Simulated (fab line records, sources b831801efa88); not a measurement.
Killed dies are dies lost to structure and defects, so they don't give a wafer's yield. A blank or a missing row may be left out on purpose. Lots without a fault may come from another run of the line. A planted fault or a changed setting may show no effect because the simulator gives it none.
Chamber matching | flow gf180mcu | GF_V1_CMP_04 on cmp-01: 4 sister chambers
The step polishes SiO2. 14 wafers are shown with their chamber, then 7 later ones without.

WAFERS WITH THEIR CHAMBER
wafer  | chamber | motor_current_A (A) | retaining_ring_pressure_frac | time_to_endpoint_s (s)
L524.1 | 2       | 11.0                | 1.002                        | 84
L524.2 | 1       | 11.6                | 0.999                        | 85
L524.3 | 3       | 12.3                | 0.997                        | 78
L527.4 | 1       | 10.6                | 1.000                        | 87
L527.5 | 3       | 12.3                | 1.002                        | 87
L527.6 | 0       | 12.5                | 1.001                        | 85
L529.4 | 1       | 10.8                | 1.010                        | 80
L529.5 | 1       | 10.9                | 1.004                        | 81
L529.6 | 0       | 12.1                | 1.006                        | 78
L539.2 | 0       | 13.3                | 1.002                        | 69
L539.4 | 3       | 12.5                | 0.991                        | 82
L539.6 | 2       | 10.8                | 0.998                        | 80
L542.2 | 0       | 12.7                | 0.992                        | 83
L542.3 | 3       | 12.0                | 0.999                        | 82

SIGNATURES (means of the wafers above)
reading                      | chamber 0 | chamber 1 | chamber 2 | chamber 3 | scatter within a chamber
motor_current_A              | 12.650    | 10.975    | 10.900    | 12.275    | 0.383
retaining_ring_pressure_frac | 1.00025   | 1.00325   | 1.00000   | 0.99725   | 0.00502
time_to_endpoint_s           | 78.75     | 83.25     | 82.00     | 82.25     | 4.84
Rule: a wafer's distance from a chamber is the root of the sum, over the readings, of the square of ((its reading less the chamber's mean) divided by the reading's scatter). The wafer belongs to the nearest chamber; if the next one is less than 2 further off, it can't be placed. The scatter: the root of (the sum of the squares of (reading less its chamber's mean) over the shown wafers, divided by (wafers less chambers)).

WAFERS WITHOUT THEIR CHAMBER
wafer  | motor_current_A (A) | retaining_ring_pressure_frac | time_to_endpoint_s (s)
L542.5 | 11.1                | 1.004                        | 83
L544.3 | 11.1                | 1.000                        | 81
L544.5 | 11.3                | 1.001                        | 84
L544.6 | 11.5                | 1.000                        | 88
L546.2 | 10.7                | 0.995                        | 81
L546.3 | 12.1                | 1.001                        | 80
L546.6 | 12.7                | 1.003                        | 84

WHICH CHAMBER EACH WENT THROUGH
wafer  | from the rows above               | in truth
L542.5 | can't be placed: 1 or 2           | 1
L544.3 | can't be placed: 2 or 1           | 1
L544.5 | can't be placed: 1 or 2 or 3      | 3
L544.6 | can't be placed: 1 or 2 or 3 or 0 | 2
L546.2 | can't be placed: 2 or 1           | 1
L546.3 | can't be placed: 3 or 0           | 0
L546.6 | can't be placed: 0 or 3           | 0
Placed correctly: 0 of 7. Can't be placed from these rows: 7 (the true chamber is among the candidates in 7). Placed wrongly: 0.
